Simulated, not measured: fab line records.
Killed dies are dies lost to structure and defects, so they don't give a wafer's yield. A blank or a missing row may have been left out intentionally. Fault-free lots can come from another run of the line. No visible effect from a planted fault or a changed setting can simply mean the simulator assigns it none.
A sampling plan put to the test / flow gf180mcu / one line in one fab, 13 faults in these records, each fault weighed on the records of the lots it struck
The line's own looks make up the plan; these are the steps of the route where a gauge or inspection reads the wafer and leaves it unchanged. A look is open to judgement when struck wafers have a number at it and the file gives its usual mean and standard deviation on fault-free wafers. Caught: a look later than the fault's first step finds the struck wafers' mean 4 or more of those standard deviations (sigma) from the usual mean. On the tool: the fault's steps, tested the same way using the tool's own readings. Also counted as caught: the struck wafers showing another recipe, or a record that is empty for them alone.

== THE FAULTS, as the simulator had put them in ==
1. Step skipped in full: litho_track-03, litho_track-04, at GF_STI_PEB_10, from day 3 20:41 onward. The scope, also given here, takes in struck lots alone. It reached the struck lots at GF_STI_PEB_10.
2. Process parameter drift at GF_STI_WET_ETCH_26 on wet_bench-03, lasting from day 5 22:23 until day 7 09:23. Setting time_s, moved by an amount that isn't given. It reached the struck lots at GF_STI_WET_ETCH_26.
3. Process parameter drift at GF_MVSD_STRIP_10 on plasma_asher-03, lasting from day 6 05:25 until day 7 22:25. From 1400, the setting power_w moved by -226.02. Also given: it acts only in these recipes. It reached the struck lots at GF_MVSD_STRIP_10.
4. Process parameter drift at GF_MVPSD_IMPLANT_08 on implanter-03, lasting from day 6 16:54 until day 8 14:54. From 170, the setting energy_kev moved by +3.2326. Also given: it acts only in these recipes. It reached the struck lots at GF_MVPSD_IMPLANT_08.
5. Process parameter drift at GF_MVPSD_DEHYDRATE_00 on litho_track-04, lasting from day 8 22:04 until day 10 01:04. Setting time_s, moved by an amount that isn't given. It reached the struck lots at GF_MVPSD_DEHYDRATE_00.
6. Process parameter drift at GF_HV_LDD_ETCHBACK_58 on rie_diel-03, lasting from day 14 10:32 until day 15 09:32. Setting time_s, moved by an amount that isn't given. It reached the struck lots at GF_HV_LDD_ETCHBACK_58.
7. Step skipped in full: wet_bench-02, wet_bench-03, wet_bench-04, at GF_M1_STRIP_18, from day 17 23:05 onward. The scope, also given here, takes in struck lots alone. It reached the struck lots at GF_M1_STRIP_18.
8. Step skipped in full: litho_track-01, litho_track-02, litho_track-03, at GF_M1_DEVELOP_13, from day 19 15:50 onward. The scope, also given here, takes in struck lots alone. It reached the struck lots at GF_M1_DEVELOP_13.
9. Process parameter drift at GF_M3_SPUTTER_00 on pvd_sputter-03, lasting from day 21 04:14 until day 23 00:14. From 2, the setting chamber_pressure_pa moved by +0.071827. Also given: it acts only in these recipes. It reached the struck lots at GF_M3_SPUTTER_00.
10. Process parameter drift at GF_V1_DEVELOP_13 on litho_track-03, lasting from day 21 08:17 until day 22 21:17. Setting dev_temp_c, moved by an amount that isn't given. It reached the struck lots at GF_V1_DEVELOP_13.
11. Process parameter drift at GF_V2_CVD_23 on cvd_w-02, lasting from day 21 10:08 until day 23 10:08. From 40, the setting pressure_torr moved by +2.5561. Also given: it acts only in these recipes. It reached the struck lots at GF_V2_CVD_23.
12. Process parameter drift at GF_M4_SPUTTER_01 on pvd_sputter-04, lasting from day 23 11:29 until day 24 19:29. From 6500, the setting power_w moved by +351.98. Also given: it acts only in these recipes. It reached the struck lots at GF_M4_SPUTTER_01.
13. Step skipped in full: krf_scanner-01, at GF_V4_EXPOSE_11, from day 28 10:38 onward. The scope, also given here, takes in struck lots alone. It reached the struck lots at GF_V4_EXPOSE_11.

== WHAT THE PLAN SAW ==
fault=1; on the tool itself=the tool's record is blank for the struck wafers; first look that catches it=no look after it can be judged; reading, sigma=-; median hours from its first step to that look=-; hours from the fault's start to the first struck lot there=-; judged looks passed uncaught=0
fault=2; on the tool itself=run_length_s -41 sigma; first look that catches it=not the one look that can be judged after it; reading, sigma=-; median hours from its first step to that look=-; hours from the fault's start to the first struck lot there=-; judged looks passed uncaught=1
fault=3; on the tool itself=strip_time_to_endpoint_s +61 sigma; first look that catches it=none of the 2 looks that can be judged after it; reading, sigma=-; median hours from its first step to that look=-; hours from the fault's start to the first struck lot there=-; judged looks passed uncaught=2
fault=4; on the tool itself=beam_energy_keV +73 sigma; first look that catches it=not the one look that can be judged after it; reading, sigma=-; median hours from its first step to that look=-; hours from the fault's start to the first struck lot there=-; judged looks passed uncaught=1
fault=5; on the tool itself=heater_power_total_W +20 sigma; first look that catches it=not the one look that can be judged after it; reading, sigma=-; median hours from its first step to that look=-; hours from the fault's start to the first struck lot there=-; judged looks passed uncaught=1
fault=6; on the tool itself=run_length_s -46 sigma; first look that catches it=no look after it can be judged; reading, sigma=-; median hours from its first step to that look=-; hours from the fault's start to the first struck lot there=-; judged looks passed uncaught=0
fault=7; on the tool itself=the tool's record is blank for the struck wafers; first look that catches it=not the one look that can be judged after it; reading, sigma=-; median hours from its first step to that look=-; hours from the fault's start to the first struck lot there=-; judged looks passed uncaught=1
fault=8; on the tool itself=the tool's record is blank for the struck wafers; first look that catches it=no look after it can be judged; reading, sigma=-; median hours from its first step to that look=-; hours from the fault's start to the first struck lot there=-; judged looks passed uncaught=0
fault=9; on the tool itself=chamber_pressure_pa +17 sigma; first look that catches it=no look after it can be judged; reading, sigma=-; median hours from its first step to that look=-; hours from the fault's start to the first struck lot there=-; judged looks passed uncaught=0
fault=10; on the tool itself=developer_temp_C -21 sigma; first look that catches it=not the one look that can be judged after it; reading, sigma=-; median hours from its first step to that look=-; hours from the fault's start to the first struck lot there=-; judged looks passed uncaught=1
fault=11; on the tool itself=chamber_pressure_Torr +25 sigma; first look that catches it=no look after it can be judged; reading, sigma=-; median hours from its first step to that look=-; hours from the fault's start to the first struck lot there=-; judged looks passed uncaught=0
fault=12; on the tool itself=cathode_dc_power_W +99 or beyond sigma; first look that catches it=not the one look that can be judged after it; reading, sigma=-; median hours from its first step to that look=-; hours from the fault's start to the first struck lot there=-; judged looks passed uncaught=1
fault=13; on the tool itself=no reading that can be judged; first look that catches it=no look after it can be judged; reading, sigma=-; median hours from its first step to that look=-; hours from the fault's start to the first struck lot there=-; judged looks passed uncaught=0
A dash: the fault is not caught, or the number is missing from these records.

Caught at a look: 0 of 13. Caught on the tool: 12 of 13. By one or the other: 12 of 13.
Faults caught by the tool alone: 1, 2, 3, 4, 5, 6, 7, 8, 9, 10, 11, 12.
Caught by neither: fault 13.
